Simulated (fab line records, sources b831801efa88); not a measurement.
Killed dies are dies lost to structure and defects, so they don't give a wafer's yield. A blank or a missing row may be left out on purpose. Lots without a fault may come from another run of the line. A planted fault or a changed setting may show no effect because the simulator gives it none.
Problem report in the 8D (eight disciplines) form, filled by code | flow sfq_line | the parts of the form that need people (team, actions taken, sign-off) are left out

1. THE PROBLEM
bias_w at SFQ_TRILAYER_M1_ETCH_METAL_ETCH_042 reads a mean of 83.29 W on 6 wafers of 2 lots; wafers without a fault read 79.99 W with a standard deviation of 0.22. That is +15 standard deviations from the usual mean.
The step: etches Nb in Cl2/Ar, stops on SiO2, target depth 240 nm, time 120 s.
First seen on wafer L151.3, day 16 16:29, on rie_metal-03. The record holds 42 wafers of 14 lots with a number at this step. Rule for "out", or "out of limits": more than 4 standard deviations from the usual mean. The other wafers with a number count as sound.

2. WHAT IT IS AND WHAT IT IS NOT
question                    | is                     | is not
which readings at this step | bias_w                 | drypump_motor_current_A, oes_product_au
which lots                  | L151, L154             | L145, L146, L153, L155, L158, L159, L160, L161, L162, L163, L164, L166
which wafers of those lots  | all that have a number | -
read on which tools         | rie_metal-03           | rie_metal-01, rie_metal-02
when                        | from day 16 16:29      | up to then (6 sound wafers); but 30 sound wafers of L153, L155, L158, L159, L160, L161, L162, L163, L164, L166 came after

3. SUSPECTS, AND WHAT RULES EACH OUT
Counting: a tool at a process step up to the reading stays a suspect if it ran every lot that is out and no sound lot after the first of them.
- rie_metal-03 at SFQ_TRILAYER_M0_BARC_OPEN_METAL_ETCH_031 (etches BARC in O2, target depth 125 nm, time 41.7 s): ruled out as a lasting fault. Sound lots L164, L166 ran on it after its first lot that is out, L151 (day 10 14:20).
- rie_metal-04 at SFQ_TRILAYER_I0_VIA_STRIP_STRIP_035 (strips in O2): ruled out as a lasting fault. Sound lots L160, L163, L166 ran on it after its first lot that is out, L151 (day 16 10:46).
- rie_metal-03 at SFQ_TRILAYER_M1_ETCH_METAL_ETCH_042 (etches Nb in Cl2/Ar, stops on SiO2, target depth 240 nm, time 120 s): ruled out as a lasting fault. Sound lots L162, L163 ran on it after its first lot that is out, L151 (day 16 16:29).
Left after counting: nothing in the record.

4. THE CAUSE (what the simulator had put in)
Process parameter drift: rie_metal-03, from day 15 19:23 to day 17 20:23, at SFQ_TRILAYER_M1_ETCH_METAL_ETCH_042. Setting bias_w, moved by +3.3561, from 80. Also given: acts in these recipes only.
Counting ruled it out, wrongly.

5. THE CHAIN OF EFFECTS, in route order
Each row: a reading whose mean over the struck wafers that have a number lies more than 3 standard deviations from the usual. Only readings for which the record gives a usual standard deviation are gone through. hours: the time from each lot's start at the first step in this table that gives one to its start at this step, as a median over the lots. sigmas: the change in usual standard deviations.
hours | step                                | reading | usual   | on struck wafers | change | sigmas
0     | SFQ_TRILAYER_M1_ETCH_METAL_ETCH_042 | bias_w  | 79.99 W | 83.29            | +3.30  | +15
The process steps in it:
- SFQ_TRILAYER_M1_ETCH_METAL_ETCH_042: etches Nb in Cl2/Ar, stops on SiO2, target depth 240 nm, time 120 s.

6. WHAT WOULD HAVE CAUGHT IT SOONER
In this record the first reading out of limits was taken at day 16 16:29, 21 hours after the fault began at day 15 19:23.
